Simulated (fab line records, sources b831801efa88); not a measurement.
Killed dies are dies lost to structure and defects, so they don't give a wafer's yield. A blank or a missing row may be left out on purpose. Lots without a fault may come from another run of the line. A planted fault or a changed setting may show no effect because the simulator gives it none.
Which tool did it? | flow gf180mcu | 14 lots, 41 wafers sampled, at 3 steps of a route of 602

WHAT THE GAUGES READ, wafer by wafer
GF_SAB_OVL_MEAS_10. Usual: SAB_OVL -1.2 nm, standard deviation 1.6.
lot  | measured     | on         | SAB_OVL (nm)   | flag
L376 | day 15 01:31 | overlay-01 | -0.7 1.2 3.4   |
L377 | day 15 14:48 | overlay-01 | -0.6 0.2 0.3   |
L378 | day 16 02:10 | overlay-01 | -2.7 0.2 -0.9  |
L379 | day 16 10:22 | overlay-02 | -2.5 -2.1 -1.7 |
L380 | day 17 00:22 | overlay-01 | -3.5 -1.9 -1.3 |
L381 | day 17 04:50 | overlay-02 | -5.4 -4.1      |
L385 | day 18 08:52 | overlay-02 | 0.8 -0.1 -0.1  |
L390 | day 20 12:43 | overlay-01 | -0.6 -1.7 -1.6 |
L392 | day 21 00:30 | overlay-01 | 0.0 0.8 -0.1   |
L393 | day 21 07:01 | overlay-02 | -1.6 -2.2 -1.4 |
L396 | day 22 10:12 | overlay-02 | -0.3 -0.6 -1.3 |
L397 | day 22 13:57 | overlay-01 | -0.5 0.4 -0.7  |
L398 | day 23 02:07 | overlay-02 | 1.7 0.8 0.9    |
L399 | day 23 07:22 | overlay-01 | 1.0 0.8 1.0    |

GF_CONTACT_THK_MEAS_03. Usual: CONTACT_CVD_02_THK 859 nm, standard deviation 13.
lot  | measured     | on            | CONTACT_CVD_02_THK (nm) | flag
L376 | day 15 02:35 | film_metro-02 | 855 858 866             |
L377 | day 15 15:53 | film_metro-04 | 828 848 853             |
L378 | day 16 03:16 | film_metro-02 | 860 870 875             |
L379 | day 16 11:29 | film_metro-03 | 839 847 857             |
L380 | day 17 01:27 | film_metro-02 | 840 830 842             |
L381 | day 17 05:55 | film_metro-03 | 845 857                 |
L385 | day 18 10:12 | film_metro-02 | 848 848 866             |
L390 | day 20 13:50 | film_metro-02 | 851 872 862             |
L392 | day 21 01:37 | film_metro-02 | 835 853 850             |
L393 | day 21 08:06 | film_metro-02 | 851 851 856             |
L396 | day 22 11:19 | film_metro-02 | 855 845 866             |
L397 | day 22 15:02 | film_metro-04 | 852 841 854             |
L398 | day 23 03:11 | film_metro-03 | 847 854 861             |
L399 | day 23 08:27 | film_metro-04 | 837 846 879             |

WHICH TOOL RAN EACH LOT (tool, then ch and the chambers of the sampled wafers, then the start)
lot  | GF_CONTACT_CVD_02
L376 | pecvd-04 ch 0,1, day 15 02:31
L377 | pecvd-04 ch 0,2, day 15 15:47
L378 | pecvd-02 ch 1,2, day 16 03:12
L379 | pecvd-04 ch 0,1,2, day 16 11:25
L380 | pecvd-04 ch 0,1,2, day 17 01:22
L381 | pecvd-04 ch 2, day 17 05:50
L385 | pecvd-03 ch 0,1, day 18 10:08
L390 | pecvd-03 ch 0,2, day 20 13:44
L392 | pecvd-04 ch 2, day 21 01:30
L393 | pecvd-03 ch 0,2, day 21 08:02
L396 | pecvd-03 ch 0,2, day 22 11:14
L397 | pecvd-03 ch 1,2, day 22 14:58
L398 | pecvd-04 ch 0,1, day 23 03:07
L399 | pecvd-03 ch 0,1,2, day 23 08:22
- GF_CONTACT_CVD_02: deposits SiO2 from TEOS, target thk 860 nm, time 95.992 s.

WHAT THE TOOLS THEMSELVES READ (means of the sampled wafers that have a number; where no wafer has one, the mark that the record gives instead)
GF_CONTACT_CVD_02. Usual: heater_power_w 681 W, standard deviation 130.
lot  | tool     | heater_power_w (W) | flag
L376 | pecvd-04 | 500                |
L377 | pecvd-04 | 617                |
L378 | pecvd-02 | 808                |
L379 | pecvd-04 | 591                |
L380 | pecvd-04 | 559                |
L381 | pecvd-04 | 599                |
L385 | pecvd-03 | 744                |
L390 | pecvd-03 | 829                |
L392 | pecvd-04 | 606                |
L393 | pecvd-03 | 782                |
L396 | pecvd-03 | 762                |
L397 | pecvd-03 | 724                |
L398 | pecvd-04 | 529                |
L399 | pecvd-03 | 801                |

THE ANSWER, worked out from the rows above alone
Rule: a lot is off if the mean of its wafers that have a number lies more than 3 standard deviations from the usual mean. A lot without any number at a reading at which 4 lots or more have one is off too. The other lots that the step has rows for count as sound. The gauges are gone through in route order, then the tools' own readings, and for those a lot's mean is taken as printed above. The first step at which some lot is off is used, and at that step the reading that is off furthest; a lot without a number counts as furthest.
No lot is off at any reading shown: from this, nothing can be told.

WHAT THE SIMULATOR HAD PUT IN
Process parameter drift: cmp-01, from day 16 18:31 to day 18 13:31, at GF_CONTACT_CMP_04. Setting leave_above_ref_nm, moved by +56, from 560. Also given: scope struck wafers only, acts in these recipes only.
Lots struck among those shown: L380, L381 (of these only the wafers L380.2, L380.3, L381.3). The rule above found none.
